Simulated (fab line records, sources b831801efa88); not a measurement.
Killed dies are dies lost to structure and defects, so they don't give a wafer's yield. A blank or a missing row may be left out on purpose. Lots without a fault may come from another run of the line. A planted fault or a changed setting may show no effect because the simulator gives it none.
Chamber matching | flow gf180mcu | GF_V5_CMP_04 on cmp-01: 4 sister chambers
The step polishes SiO2. 8 wafers are shown with their chamber, then 7 later ones without.

WAFERS WITH THEIR CHAMBER
wafer  | chamber | motor_current_A (A)
L706.1 | 3       | 12.8
L706.5 | 1       | 12.2
L707.2 | 1       | 12.1
L713.2 | 0       | 11.5
L713.3 | 3       | 13.5
L713.5 | 0       | 11.8
L724.1 | 2       | 10.6
L724.5 | 2       | 10.6

WAFERS WITHOUT THEIR CHAMBER
wafer  | motor_current_A (A)
L724.6 | 13.1
L725.1 | 13.1
L725.3 | 12.2
L725.6 | 12.5
L726.3 | 12.2
L726.4 | 11.9
L726.6 | 11.4

WHICH CHAMBER EACH WENT THROUGH
wafer  | from the rows above          | in truth
L724.6 | 3                            | 3
L725.1 | 3                            | 3
L725.3 | can't be placed: 1 or 0      | 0
L725.6 | can't be placed: 1 or 3 or 0 | 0
L726.3 | can't be placed: 1 or 0      | 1
L726.4 | can't be placed: 1 or 0      | 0
L726.6 | can't be placed: 0 or 1      | 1
Placed correctly: 2 of 7. Can't be placed from these rows: 5 (the true chamber is among the candidates in 5). Placed wrongly: 0.
How it was worked out, from the rows above alone: a wafer's distance from a chamber is the root of the sum, over the readings, of the square of ((its reading less the chamber's mean) divided by the reading's scatter). The wafer belongs to the nearest chamber; if the next one is less than 2 further off, it can't be placed. A chamber's mean is the mean of its shown wafers. The scatter: the root of (the sum of the squares of (reading less its chamber's mean) over the shown wafers, divided by (wafers less chambers)).
